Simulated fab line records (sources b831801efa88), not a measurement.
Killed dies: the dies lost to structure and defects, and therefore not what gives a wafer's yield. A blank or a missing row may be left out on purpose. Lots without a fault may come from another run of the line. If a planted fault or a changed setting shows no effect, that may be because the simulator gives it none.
Tool commonality check :: flow sky130 :: 13 lots and 39 wafers in the sample

== WHY THIS WAS OPENED ==
1 of 13 lots carry a flag on the reading LDD_P_TW at SKY_LDD_P_TW_MEAS_11. Wafers without a fault read 635, standard deviation 5.4.
Rule: a lot is flagged when every wafer of it that has a number lies more than 4 standard deviations from that mean, or none has a number. As for the other lots, they are considered sound.

lot: L350
measured: day 19 18:35
on: filmMetro-04
LDD_P_TW, wafer by wafer: 639 639 641
flag: 

lot: L352
measured: day 20 20:27
on: filmMetro-04
LDD_P_TW, wafer by wafer: 637 638 638
flag: 

lot: L354
measured: day 20 22:02
on: filmMetro-04
LDD_P_TW, wafer by wafer: 640 641 642
flag: 

lot: L356
measured: day 22 05:51
on: filmMetro-02
LDD_P_TW, wafer by wafer: 636 631 632
flag: 

lot: L357
measured: day 22 06:26
on: filmMetro-02
LDD_P_TW, wafer by wafer: 633 630 633
flag: 

lot: L358
measured: day 23 00:02
on: filmMetro-02
LDD_P_TW, wafer by wafer: 632 633 632
flag: 

lot: L360
measured: day 23 10:13
on: filmMetro-02
LDD_P_TW, wafer by wafer: 30 30 30
flag: FLAGGED

lot: L361
measured: day 23 18:47
on: filmMetro-04
LDD_P_TW, wafer by wafer: 641 643 639
flag: 

lot: L366
measured: day 26 17:22
on: filmMetro-02
LDD_P_TW, wafer by wafer: 626 630 623
flag: 

lot: L368
measured: day 27 03:50
on: filmMetro-03
LDD_P_TW, wafer by wafer: 629 632 628
flag: 

lot: L369
measured: day 27 06:29
on: filmMetro-03
LDD_P_TW, wafer by wafer: 629 629 628
flag: 

lot: L371
measured: day 27 12:11
on: filmMetro-04
LDD_P_TW, wafer by wafer: 644 642 640
flag: 

lot: L372
measured: day 27 21:38
on: filmMetro-02
LDD_P_TW, wafer by wafer: 626 630 629
flag: 
Averaged over the flagged lots the numbers come to 30, -605 from the usual (-99 or more standard deviations).

== WHICH TOOL EACH LOT WENT THROUGH ==
Before the reading, the record contains 2 process steps out of a 708-step route. In each cell: the tool, then ch and the chambers that the sampled wafers went through, then the start.
lot: L350
flag: 
SKY_LDD_N_STRIP_16: plasmaAsher-04 ch 0, day 18 11:43
SKY_LDD_P_STRIP_10: plasmaAsher-03 ch 0,1, day 19 18:29

lot: L352
flag: 
SKY_LDD_N_STRIP_16: plasmaAsher-04 ch 0,1, day 19 14:24
SKY_LDD_P_STRIP_10: plasmaAsher-01 ch 0,1, day 20 20:22

lot: L354
flag: 
SKY_LDD_N_STRIP_16: plasmaAsher-02 ch 0,1, day 19 15:40
SKY_LDD_P_STRIP_10: plasmaAsher-02 ch 0,1, day 20 21:56

lot: L356
flag: 
SKY_LDD_N_STRIP_16: plasmaAsher-01 ch 0,1, day 20 23:21
SKY_LDD_P_STRIP_10: plasmaAsher-02 ch 0,1, day 22 05:46

lot: L357
flag: 
SKY_LDD_N_STRIP_16: plasmaAsher-04 ch 0,1, day 20 23:31
SKY_LDD_P_STRIP_10: plasmaAsher-03 ch 0,1, day 22 06:20

lot: L358
flag: 
SKY_LDD_N_STRIP_16: plasmaAsher-04 ch 0,1, day 21 16:47
SKY_LDD_P_STRIP_10: plasmaAsher-02 ch 0,1, day 22 23:56

lot: L360
flag: FLAGGED
SKY_LDD_N_STRIP_16: plasmaAsher-04 ch 0,1, day 22 03:01
SKY_LDD_P_STRIP_10: plasmaAsher-01 ch 0,1, day 23 10:07

lot: L361
flag: 
SKY_LDD_N_STRIP_16: plasmaAsher-02 ch 0,1, day 22 12:32
SKY_LDD_P_STRIP_10: plasmaAsher-02 ch 0,1, day 23 18:41

lot: L366
flag: 
SKY_LDD_N_STRIP_16: plasmaAsher-02 ch 0,1, day 25 11:04
SKY_LDD_P_STRIP_10: plasmaAsher-01 ch 0, day 26 17:16

lot: L368
flag: 
SKY_LDD_N_STRIP_16: plasmaAsher-01 ch 0,1, day 25 22:32
SKY_LDD_P_STRIP_10: plasmaAsher-03 ch 0,1, day 27 03:44

lot: L369
flag: 
SKY_LDD_N_STRIP_16: plasmaAsher-04 ch 0, day 26 01:20
SKY_LDD_P_STRIP_10: plasmaAsher-01 ch 0,1, day 27 06:23

lot: L371
flag: 
SKY_LDD_N_STRIP_16: plasmaAsher-04 ch 0,1, day 26 06:38
SKY_LDD_P_STRIP_10: plasmaAsher-01 ch 0,1, day 27 12:05

lot: L372
flag: 
SKY_LDD_N_STRIP_16: plasmaAsher-04 ch 0,1, day 26 15:53
SKY_LDD_P_STRIP_10: plasmaAsher-03 ch 0,1, day 27 21:32
What the steps here do:
- SKY_LDD_N_STRIP_16: strips in O2/N2.
- SKY_LDD_P_STRIP_10: strips in O2/N2.
- SKY_LDD_P_TW_MEAS_11

== FLAGGED AGAINST TOTAL, ONE TOOL AT A TIME (gauges that did the reading follow at the end) ==
step: SKY_LDD_N_STRIP_16
tool: plasmaAsher-01
lots run: 2
flagged: 0
share of the flagged lots: none
sound lots run after its first flagged lot: -

step: SKY_LDD_N_STRIP_16
tool: plasmaAsher-02
lots run: 3
flagged: 0
share of the flagged lots: none
sound lots run after its first flagged lot: -

step: SKY_LDD_N_STRIP_16
tool: plasmaAsher-04
lots run: 8
flagged: 1
share of the flagged lots: all
sound lots run after its first flagged lot: 3 (L369,L371,L372)

step: SKY_LDD_P_STRIP_10
tool: plasmaAsher-01
lots run: 5
flagged: 1
share of the flagged lots: all
sound lots run after its first flagged lot: 3 (L366,L369,L371)

step: SKY_LDD_P_STRIP_10
tool: plasmaAsher-02
lots run: 4
flagged: 0
share of the flagged lots: none
sound lots run after its first flagged lot: -

step: SKY_LDD_P_STRIP_10
tool: plasmaAsher-03
lots run: 4
flagged: 0
share of the flagged lots: none
sound lots run after its first flagged lot: -

step: SKY_LDD_P_TW_MEAS_11
tool: filmMetro-02
lots run: 6
flagged: 1
share of the flagged lots: all
sound lots run after its first flagged lot: 2 (L366,L372)

step: SKY_LDD_P_TW_MEAS_11
tool: filmMetro-03
lots run: 2
flagged: 0
share of the flagged lots: none
sound lots run after its first flagged lot: -

step: SKY_LDD_P_TW_MEAS_11
tool: filmMetro-04
lots run: 5
flagged: 0
share of the flagged lots: none
sound lots run after its first flagged lot: -

== WHAT THE TABLE PERMITS ==
All flagged lots were run by 3 table rows, namely plasmaAsher-04 at SKY_LDD_N_STRIP_16, plasmaAsher-01 at SKY_LDD_P_STRIP_10, filmMetro-02 at SKY_LDD_P_TW_MEAS_11.
- plasmaAsher-04 at SKY_LDD_N_STRIP_16: 1 of its 8 lots flagged. After the first flagged lot (L369, L371, L372), sound lots still ran on it; a lasting fault on the whole tool would not permit that. Its own readings lie more than 4 standard deviations out on every wafer of the flagged lots: chamberPressureMTorr, oesProductAu.
- plasmaAsher-01 at SKY_LDD_P_STRIP_10: 1 of its 5 lots flagged. After the first flagged lot (L366, L369, L371), sound lots still ran on it; a lasting fault on the whole tool would not permit that. Its own readings lie more than 4 standard deviations out on every wafer of the flagged lots: stripTimeToEndpointS.
- filmMetro-02 at SKY_LDD_P_TW_MEAS_11: 1 of its 6 lots flagged. After the first flagged lot (L366, L372), sound lots still ran on it; a lasting fault on the whole tool would not permit that.
Every row of the table either missed a flagged lot or ran a sound lot after the first.

== WHAT THE SIMULATOR PUT IN ==
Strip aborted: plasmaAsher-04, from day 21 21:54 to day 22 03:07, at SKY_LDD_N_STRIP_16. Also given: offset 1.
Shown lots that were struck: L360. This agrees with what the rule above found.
